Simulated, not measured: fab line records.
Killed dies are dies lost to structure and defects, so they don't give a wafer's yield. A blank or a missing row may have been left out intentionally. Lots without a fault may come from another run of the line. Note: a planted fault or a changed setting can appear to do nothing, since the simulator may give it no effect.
Which of the tools did it? + flow gf180mcu + Sampling: 13 lots, 39 wafers, 5 of 602 route steps

WHAT EACH GAUGE READ, for each wafer
GF_M4_OVL_MEAS_15. Usual: M4_OVL 3 nm, standard deviation 5.7.
| lot  | measured     | on         | M4_OVL (nm) | flag |
|------|--------------|------------|-------------|------|
| L552 | day 23 16:34 | overlay-02 | 1 5 10      |      |
| L553 | day 23 16:55 | overlay-01 | 0 6 -6      |      |
| L554 | day 23 23:35 | overlay-01 | -3 -10 -6   |      |
| L555 | day 24 09:46 | overlay-01 | 13 3 0      |      |
| L558 | day 26 22:17 | overlay-01 | 3 7 5       |      |
| L560 | day 27 00:58 | overlay-02 | 5 -1 4      |      |
| L559 | day 27 02:02 | overlay-02 | 4 -2 0      |      |
| L561 | day 27 05:06 | overlay-02 | 7 0 -3      |      |
| L563 | day 27 18:35 | overlay-01 | 1 -1 -2     |      |
| L566 | day 28 17:57 | overlay-02 | 11 8 12     |      |
| L568 | day 29 13:15 | overlay-02 | 12 0 7      |      |
| L569 | day 30 02:28 | overlay-02 | 4 0 2       |      |
| L572 | day 30 19:47 | overlay-01 | 7 4 10      |      |

GF_M5_OVL_MEAS_08. Usual: M5_OVL 3 nm, standard deviation 5.8.
| lot  | measured     | on         | M5_OVL (nm)       | flag |
|------|--------------|------------|-------------------|------|
| L552 | day 26 11:05 | overlay-02 | -6 -10 -6         |      |
| L553 | day 26 12:04 | overlay-02 | 4 8 17            |      |
| L554 | day 26 18:14 | overlay-01 | 8 10 7            |      |
| L555 | day 27 02:49 | overlay-01 | 6 9 9             |      |
| L558 | day 29 11:49 | overlay-01 | -3 -2 -5          |      |
| L560 | day 29 12:56 | overlay-02 | 3 6 3             |      |
| L559 | day 29 14:50 | overlay-01 | 1 8 5             |      |
| L561 | day 29 17:08 | overlay-01 | 4 8 4             |      |
| L563 | day 30 05:38 | overlay-02 | 24 25 25 21 23 22 | OFF  |
| L566 | day 31 04:05 | overlay-01 | 26 27 31 23 24 29 | OFF  |
| L568 | day 32 00:06 | overlay-01 | 24 25 30 22 22 27 | OFF  |
| L569 | day 32 10:14 | overlay-01 | 26 34 29 24 32 27 | OFF  |
| L572 | day 33 02:58 | overlay-02 | -2 -2 7           |      |

GF_V5_OVL_MEAS_15. Usual: V5_OVL 0 nm, standard deviation 5.2.
| lot  | measured     | on         | V5_OVL (nm) | flag |
|------|--------------|------------|-------------|------|
| L552 | day 27 08:28 | overlay-02 | -3 3 3      |      |
| L553 | day 27 09:34 | overlay-01 | -8 -9 0     |      |
| L554 | day 27 16:07 | overlay-02 | 2 -5 -5     |      |
| L555 | day 28 00:46 | overlay-01 | 6 0 3       |      |
| L558 | day 30 08:15 | overlay-02 | -7 -1 4     |      |
| L560 | day 30 08:46 | overlay-01 | 0 -4 4      |      |
| L559 | day 30 11:17 | overlay-01 | -5 -3 1     |      |
| L561 | day 30 12:32 | overlay-01 | -9 -4 -2    |      |
| L563 | day 31 00:11 | overlay-01 | 9 4 8       |      |
| L566 | day 31 23:35 | overlay-01 | 3 6 0       |      |
| L568 | day 32 17:38 | overlay-02 | 4 4 -1      |      |
| L569 | day 33 03:55 | overlay-02 | 7 8 7       |      |
| L572 | day 33 20:19 | overlay-02 | 0 -7 3      |      |

TOOL THAT RAN EACH LOT (tool first, then ch and the chambers of the sampled wafers, then the start)
| lot  | GF_MIM_SPUTTER_02            | GF_M5_EXPOSE_04                   |
|------|------------------------------|-----------------------------------|
| L552 | pvd sputter-01, day 24 17:32 | krf scanner-02 ch 0, day 26 01:17 |
| L553 | pvd sputter-02, day 24 18:22 | krf scanner-01 ch 0, day 26 02:31 |
| L554 | pvd sputter-02, day 25 00:17 | krf scanner-01 ch 0, day 26 08:03 |
| L555 | pvd sputter-04, day 25 10:04 | krf scanner-01 ch 0, day 26 17:09 |
| L558 | pvd sputter-01, day 27 20:55 | krf scanner-02 ch 0, day 29 02:44 |
| L560 | pvd sputter-04, day 27 23:45 | krf scanner-01 ch 0, day 29 03:58 |
| L559 | pvd sputter-02, day 28 01:19 | krf scanner-02 ch 0, day 29 06:07 |
| L561 | pvd sputter-02, day 28 03:43 | krf scanner-01 ch 0, day 29 08:26 |
| L563 | pvd sputter-02, day 28 16:19 | krf scanner-02 ch 0, day 29 20:13 |
| L566 | pvd sputter-04, day 29 15:19 | krf scanner-02 ch 0, day 30 19:04 |
| L568 | pvd sputter-04, day 30 11:01 | krf scanner-02 ch 0, day 31 14:52 |
| L569 | pvd sputter-01, day 30 22:40 | krf scanner-02 ch 0, day 32 01:54 |
| L572 | pvd sputter-02, day 31 16:28 | krf scanner-01 ch 0, day 32 19:05 |
- GF_MIM_SPUTTER_02: material AlCu, target thk 450 nm, time 23.9 s.
- GF_M5_EXPOSE_04: exposes mask Metal5, target cd 280 nm.

AS READ BY THE TOOLS THEMSELVES (means over the sampled wafers that have a number; for cases with no such wafer, the mark the record gives instead)
GF_MIM_SPUTTER_02. Usual: throttle valve pct 29.8 %, standard deviation 0.66.
| lot  | tool           | throttle valve pct (%) | flag |
|------|----------------|------------------------|------|
| L552 | pvd sputter-01 | 29.4                   |      |
| L553 | pvd sputter-02 | 29.4                   |      |
| L554 | pvd sputter-02 | 29.9                   |      |
| L555 | pvd sputter-04 | 30.0                   |      |
| L558 | pvd sputter-01 | 29.3                   |      |
| L560 | pvd sputter-04 | 30.3                   |      |
| L559 | pvd sputter-02 | 29.6                   |      |
| L561 | pvd sputter-02 | 29.7                   |      |
| L563 | pvd sputter-02 | 29.9                   |      |
| L566 | pvd sputter-04 | 30.2                   |      |
| L568 | pvd sputter-04 | 30.7                   |      |
| L569 | pvd sputter-01 | 29.1                   |      |
| L572 | pvd sputter-02 | 29.8                   |      |

THE ANSWER, worked out from the rows above alone
Rule: lot off if the mean of its wafers having a number is beyond 3 standard deviations from the usual mean. A lot without any number at a reading at which 4 lots or more have one is off too. Where the step has rows for the other lots, those lots are counted as sound. First the gauges in route order, then the tools' own readings, where a lot's mean is used as printed above. At the first step where some lot is off, the reading lying furthest off is the one used; lots without a number count as furthest.
Off: at GF_M5_OVL_MEAS_08 (M5_OVL), L563, L566, L568, L569.
A tool fits if, at a process step before that reading, it ran every lot that is off, and no sound lot after the first of them. Those tools and the gauges at GF_M5_OVL_MEAS_08 are tried in the same way. One fits: GF_M5_EXPOSE_04 on krf scanner-02. A fault onset in the window from L559 (day 29 06:07, its last sound lot) to L563 (day 29 20:13, its first lot off) fits.

WHAT THE SIMULATOR HAD PUT IN
Scanner matching overlay: krf scanner-02, from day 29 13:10 on, at GF_M5_EXPOSE_04. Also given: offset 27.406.
Struck lots among those shown: L563, L566, L568, L569. Same finding as the rule above.
